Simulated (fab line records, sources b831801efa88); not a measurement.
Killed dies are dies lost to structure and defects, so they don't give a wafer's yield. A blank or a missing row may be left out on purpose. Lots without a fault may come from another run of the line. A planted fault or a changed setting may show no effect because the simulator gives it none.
Split-lot experiment | flow sfq_line | 5 lots, 23 wafers read, on a route of 325 steps

THE SPLIT
At SFQ_TRILAYER_R5_BARC_OPEN_METAL_ETCH_177 (etches BARC in O2, target depth 125 nm, time 41.7 s), the setting time_s was moved away from the recipe's 41.7 s on 11 of the 23 wafers read, by -14.6% to +3.9%. The other wafers ran this setting at the recipe's value.

The reading is taken at the split's own step.

THE READING
oes_product_au, in a.u., at SFQ_TRILAYER_R5_BARC_OPEN_METAL_ETCH_177 (etches BARC in O2, target depth 125 nm, time 41.7 s). Fault-free wafers of this fab line usually give 0.686 a.u., standard deviation 0.0052 a.u..

wafer  | tool, chamber at the split | time_s as run, s | against the recipe | oes_product_au, a.u. | against lot-mates on the recipe
L075.1 | rie_metal-01, 1            | 36.41            | -12.7%             | 0.730                | +0.043
L075.2 | rie_metal-01, 0            | 36.41            | -12.7%             | 0.733                | +0.046
L075.3 | rie_metal-01, 0            | 36.41            | -12.7%             | 0.729                | +0.042
L075.5 | rie_metal-01, 0            | 41.7             | recipe             | 0.690                | -
L075.6 | rie_metal-01, 1            | 41.7             | recipe             | 0.684                | -
L077.1 | rie_metal-01, 0            | 41.7             | recipe             | 0.690                | -
L077.3 | rie_metal-01, 1            | 41.7             | recipe             | 0.690                | -
L077.4 | rie_metal-01, 0            | 35.75            | -14.3%             | 0.738                | +0.051
L077.5 | rie_metal-01, 0            | 35.75            | -14.3%             | 0.737                | +0.050
L077.6 | rie_metal-01, 1            | 41.7             | recipe             | 0.681                | -
L078.1 | rie_metal-04, 0            | 41.7             | recipe             | 0.679                | -
L078.5 | rie_metal-04, 0            | 41.7             | recipe             | 0.690                | -
L078.6 | rie_metal-04, 1            | 41.7             | recipe             | 0.681                | -
L079.2 | rie_metal-03, 1            | 35.6             | -14.6%             | 0.741                | +0.056
L079.3 | rie_metal-03, 0            | 35.6             | -14.6%             | 0.751                | +0.066
L079.4 | rie_metal-03, 1            | 35.6             | -14.6%             | 0.741                | +0.056
L079.5 | rie_metal-03, 0            | 41.7             | recipe             | 0.678                | -
L079.6 | rie_metal-03, 1            | 41.7             | recipe             | 0.692                | -
L080.1 | rie_metal-04, 0            | 41.7             | recipe             | 0.688                | -
L080.2 | rie_metal-04, 1            | 43.33            | +3.9%              | 0.679                | -0.004
L080.3 | rie_metal-04, 1            | 43.33            | +3.9%              | 0.684                | +0.001
L080.4 | rie_metal-04, 0            | 43.33            | +3.9%              | 0.676                | -0.007
L080.5 | rie_metal-04, 0            | 41.7             | recipe             | 0.679                | -

THE FIT
A straight line over all 23 wafers: oes_product_au changes by -0.0036 a.u. for each +1% of time_s; r = -0.98; the points scatter about the line by 0.0057 a.u..
The same after taking each lot's own level away (the mean of its wafers on the recipe; 23 wafers): -0.0035 a.u. for each +1%; r = -0.97; scatter 0.006 a.u..
On that fit, the largest move of time_s shifts the reading by 0.051 a.u..
The lots' own levels span 0.6833 to 0.6870 a.u., that is 0.7 times the standard deviation above.
So the lot-to-lot level changes the slope little: the two slopes agree.
Check: with one of the wafers moved furthest among these (-14.6%) left out of the fit, the line predicts +0.0531 a.u. for it against its lot-mates. It came out at +0.056 a.u. against them.
Tool readings at the split's step, against how far the setting was moved: oes_product_au r = -0.98.

OTHER SPLITS ON THESE WAFERS
These wafers also went through other splits before the reading. Each is held against what the fit with the lots' levels taken away leaves over:
other split on the same wafers                   | wafers away from the commonest value | r with oes_product_au (lot level and that fit taken away)
SFQ_TRILAYER_M3_LITHO_PEB_078 peb_temp_c         | 11                                   | +0.16
SFQ_TRILAYER_M3_ETCH_METAL_ETCH_078 icp_w        | 5                                    | -0.50
SFQ_TRILAYER_I3_VIA_LITHO_COAT_085 resist_thk_nm | 7                                    | -0.23
SFQ_TRILAYER_M4_LITHO_COAT_093 resist_thk_nm     | 10                                   | -0.33
SFQ_TRILAYER_I4_VIA_LITHO_COAT_108 spin_rpm      | 11                                   | +0.04
SFQ_TRILAYER_JJ_CE_LITHO_COAT_119 spin_rpm       | 9                                    | +0.24
SFQ_TRILAYER_M5_LITHO_EXPOSE_124 dose_mj         | 8                                    | -0.12
SFQ_TRILAYER_R5_DEP_SPUTTER_132 power_w          | 5                                    | -0.35
SFQ_TRILAYER_R5_DEP_SPUTTER_133 time_s           | 10                                   | +0.47

THE WHOLE CHAIN: every reading that the file lists as answering this split, in the file's order
step                                     | what it does                                                              | reading                                                                                   | change (the file's fit)                   | r (the file's)
SFQ_TRILAYER_R5_BARC_OPEN_METAL_ETCH_177 | etches BARC in O2, target depth 125 nm, time 41.7 s                       | oes_product_au                                                                            | -0.00364 a.u. for each +1% of the setting | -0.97
SFQ_TRILAYER_R5_BARC_OPEN_METAL_ETCH_177 | etches BARC in O2, target depth 125 nm, time 41.7 s                       | KrF_of_TRILAYER_R5_LITHO_COAT_136.thk_nm (the simulator's own value, which no gauge read) | -0.563 nm for each +1% of the setting     | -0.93
SFQ_TRILAYER_R5_ETCH_METAL_ETCH_139      | etches the open film in Cl2, stops on SiO2, target depth 60 nm, time 40 s | KrF_of_TRILAYER_R5_LITHO_COAT_136.thk_nm (the simulator's own value, which no gauge read) | -0.571 nm for each +1% of the setting     | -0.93

THE FILE'S OWN FIT
oes_product_au changes by -0.00364 a.u. for each +1% of time_s, r = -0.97.
